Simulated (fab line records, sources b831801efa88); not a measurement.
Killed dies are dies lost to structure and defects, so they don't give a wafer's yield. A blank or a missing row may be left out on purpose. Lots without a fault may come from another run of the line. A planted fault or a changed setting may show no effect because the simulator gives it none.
Chamber matching | flow sky130 | SKY_CAPM_CVD_00 on pecvd-02: 3 sister chambers
The step deposits SiO2, target thk 15.5 nm. 22 wafers are shown with their chamber, then 11 later ones without.

WAFERS WITH THEIR CHAMBER
wafer  | chamber | heater_power_w (W)
L075.1 | 0       | 773
L075.2 | 1       | 798
L075.3 | 2       | 625
L075.4 | 0       | 775
L075.5 | 1       | 775
L075.6 | 2       | 624
L078.1 | 1       | 783
L078.3 | 2       | 606
L078.4 | 0       | 784
L076.1 | 2       | 618
L076.4 | 2       | 629
L076.5 | 1       | 824
L077.1 | 2       | 542
L077.2 | 1       | 799
L077.4 | 0       | 805
L081.4 | 0       | 675
L081.5 | 1       | 804
L081.6 | 2       | 565
L085.1 | 1       | 788
L085.3 | 0       | 758
L085.5 | 1       | 816
L087.3 | 0       | 665

SIGNATURES (means of the wafers above)
reading        | chamber 0 | chamber 1 | chamber 2 | scatter within a chamber
heater_power_w | 747.86    | 798.38    | 601.29    | 37.8
Rule: a wafer's distance from a chamber is the root of the sum, over the readings, of the square of ((its reading less the chamber's mean) divided by the reading's scatter). The wafer belongs to the nearest chamber; if the next one is less than 2 further off, it can't be placed. The scatter: the root of (the sum of the squares of (reading less its chamber's mean) over the shown wafers, divided by (wafers less chambers)).

WAFERS WITHOUT THEIR CHAMBER
wafer  | heater_power_w (W)
L087.4 | 686
L087.6 | 512
L088.2 | 768
L088.3 | 786
L088.6 | 774
L093.1 | 610
L093.2 | 723
L093.4 | 722
L097.2 | 812
L097.3 | 621
L097.6 | 613

WHICH CHAMBER EACH WENT THROUGH
wafer  | from the rows above          | in truth
L087.4 | can't be placed: 0 or 2 or 1 | 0
L087.6 | 2                            | 2
L088.2 | can't be placed: 0 or 1      | 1
L088.3 | can't be placed: 1 or 0      | 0
L088.6 | can't be placed: 1 or 0      | 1
L093.1 | 2                            | 2
L093.2 | can't be placed: 0 or 1      | 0
L093.4 | can't be placed: 0 or 1      | 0
L097.2 | can't be placed: 1 or 0      | 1
L097.3 | 2                            | 2
L097.6 | 2                            | 2
Placed correctly: 4 of 11. Can't be placed from these rows: 7 (the true chamber is among the candidates in 7). Placed wrongly: 0.
